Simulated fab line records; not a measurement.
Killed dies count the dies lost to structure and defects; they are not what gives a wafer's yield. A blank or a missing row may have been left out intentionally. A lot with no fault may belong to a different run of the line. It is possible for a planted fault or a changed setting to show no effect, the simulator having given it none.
Which tool was responsible? ; flow sky130 ; Sampling: 12 lots, 36 wafers, 5 of 708 route steps

WHAT THE GAUGES SHOWED, per wafer
SKY_VIA1_OVL_MEAS_13. Usual: VIA1_OVL gives 0 nm (standard deviation 4.8).
lot;measured;on;VIA1_OVL (nm);flag
L771;day 34 14:40;overlay-02;0 4 -5;
L772;day 34 14:49;overlay-01;1 -2 -6;
L773;day 34 17:49;overlay-02;2 3 -2;
L775;day 35 14:37;overlay-02;-7 -5 -10;
L780;day 36 23:40;overlay-01;-5 -3 1;
L784;day 37 19:09;overlay-02;-1 -6 -8;
L783;day 37 20:40;overlay-02;-8 2 -4;
L790;day 39 22:29;overlay-02;-3 5 -1;
L791;day 40 00:18;overlay-01;6 2 2;
L792;day 40 14:16;overlay-02;1 2 2;
L793;day 40 17:08;overlay-02;7 6 6;
L794;day 40 17:49;overlay-02;6 4 4;

SKY_METAL2_CD_MEAS_15: the cd target is 140 nm. Usual: cd-nm 140.7 nm, standard deviation 1.8.
lot;measured;on;cd-nm (nm);flag
L771;day 35 17:40;cd-sem-01;139.5 140.1 141.4;
L772;day 35 18:39;cd-sem-01;140.2 140.2 139.5;
L773;day 35 20:10;cd-sem-01;139.6 139.2 140.6;
L775;day 36 18:05;cd-sem-01;143.1 143.1 143.1;
L780;day 38 02:25;cd-sem-01;140.0 140.9 142.4;
L784;day 38 22:05;cd-sem-02;142.4 141.7 140.8;
L783;day 38 23:28;cd-sem-02;140.4 138.5 140.5;
L790;day 41 00:07;cd-sem-02;142.2 141.5 141.2;
L791;day 41 01:12;cd-sem-02;138.3 138.1 140.7;
L792;day 41 15:47;cd-sem-01;138.9 138.6 139.3;
L793;day 41 18:45;cd-sem-01;145.5 145.1 146.7;
L794;day 41 19:23;cd-sem-01;140.6 140.4 141.8;

SKY_VIA2_THK_MEAS_01. Usual: VIA2_HDPCVD_THK gives 1177 nm (standard deviation 15).
lot;measured;on;VIA2_HDPCVD_THK (nm);flag
L771;day 35 18:55;film-metro-04;1198 1207 1192;
L772;day 35 19:43;film-metro-02;1199 1178 1195;
L773;day 35 21:28;film-metro-04;1197 1163 1169;
L775;day 36 19:08;film-metro-04;1160 1178 1180;
L780;day 38 03:26;film-metro-02;1074 1197 1168;
L784;day 38 23:19;film-metro-04;1168 1188 1177;
L783;day 39 00:29;film-metro-03;1097 1178 1155;
L790;day 41 01:20;film-metro-04;1151 1151 1174;
L791;day 41 02:16;film-metro-03;1180 1156 1180;
L792;day 41 16:53;film-metro-03;1144 1182 1164;
L793;day 41 22:43;film-metro-03;1157 1145 1150;
L794;day 41 23:11;film-metro-03;1180 1169 1185;

SKY_VIA2_CD_MEAS_12: the cd target is 200 nm. Usual: cd-nm 199.8 nm, standard deviation 1.5.
lot;measured;on;cd-nm (nm);flag
L771;day 36 21:18;cd-sem-02;199.8 199.0 198.3;
L772;day 36 22:12;cd-sem-01;200.9 201.7 202.6;
L773;day 36 23:58;cd-sem-02;199.3 199.8 199.9;
L775;day 37 21:48;cd-sem-01;200.3 198.2 197.8;
L780;day 39 04:55;cd-sem-01;199.3 199.8 198.5;
L784;day 40 00:35;cd-sem-01;196.5 197.0 197.7;
L783;day 40 02:31;cd-sem-01;200.0 200.1 200.7;
L790;day 42 01:26;cd-sem-01;201.5 200.3 201.3;
L791;day 42 02:54;cd-sem-01;200.0 201.8 201.0;
L792;day 42 16:33;cd-sem-02;200.8 199.4 199.8;
L793;day 42 21:34;cd-sem-01;201.5 200.6 201.9;
L794;day 42 21:54;cd-sem-01;196.6 196.4 198.1;

WHAT TOOL EACH LOT RAN ON (gives the tool, then ch and the chambers of the sampled wafers, and finally the start)
lot;SKY_VIA2_HDPCVD_00
L771;hdpcvd-02 ch 0,2, day 35 18:46
L772;hdpcvd-02 ch 0,1,2, day 35 19:35
L773;hdpcvd-01 ch 1,2, day 35 21:20
L775;hdpcvd-01 ch 0,1, day 36 19:01
L780;hdpcvd-01 ch 0,1,2, day 38 03:21
L784;hdpcvd-02 ch 1,2, day 38 23:11
L783;hdpcvd-01 ch 0,1,2, day 39 00:23
L790;hdpcvd-01 ch 0,2, day 41 01:11
L791;hdpcvd-01 ch 0,1,2, day 41 02:08
L792;hdpcvd-01 ch 0,1, day 41 16:46
L793;hdpcvd-01 ch 1,2, day 41 22:35
L794;hdpcvd-01 ch 0,2, day 41 23:04
- SKY_VIA2_HDPCVD_00: deposits SiO2, target thk 1180 nm, time 196.7 s.

AS READ BY THE TOOLS THEMSELVES (means over the sampled wafers that have a number; for cases with no such wafer, the mark the record gives instead)
SKY_VIA2_HDPCVD_00. Usual: pressure-mtorr 6.003 mTorr, standard deviation 0.011; run-length-s 224.4 s, standard deviation 0.62.
lot;tool;pressure-mtorr (mTorr);run-length-s (s);flag
L771;hdpcvd-02;5.997;224.0;
L772;hdpcvd-02;6.020;224.4;
L773;hdpcvd-01;6.010;223.9;
L775;hdpcvd-01;5.999;224.5;
L780;hdpcvd-01;6.004;219.0;OFF
L784;hdpcvd-02;6.000;224.4;
L783;hdpcvd-01;5.996;218.9;OFF
L790;hdpcvd-01;5.996;224.8;
L791;hdpcvd-01;6.001;223.9;
L792;hdpcvd-01;5.998;224.3;
L793;hdpcvd-01;5.992;223.9;
L794;hdpcvd-01;5.994;224.5;

THE ANSWER, worked out from the rows above alone
Rule: a lot counts as off when the mean over its wafers that have a number is more than 3 standard deviations away from the usual mean. A lot without any number at a reading at which 4 lots or more have one is off too. Any other lot the step has rows for is counted as sound. First the gauges in route order, then the tools' own readings, where a lot's mean is used as printed above. The first step at which some lot is off is used, and at that step the reading that is off furthest; a lot without a number counts as furthest.
Off at SKY_VIA2_HDPCVD_00 (run-length-s): L780, L783.
If a tool, at that step or one of the process steps before it, ran each lot that is off and ran no sound lot following the first of them, it fits. Not one of the candidates tried fits.

WHAT WAS PUT IN BY THE SIMULATOR
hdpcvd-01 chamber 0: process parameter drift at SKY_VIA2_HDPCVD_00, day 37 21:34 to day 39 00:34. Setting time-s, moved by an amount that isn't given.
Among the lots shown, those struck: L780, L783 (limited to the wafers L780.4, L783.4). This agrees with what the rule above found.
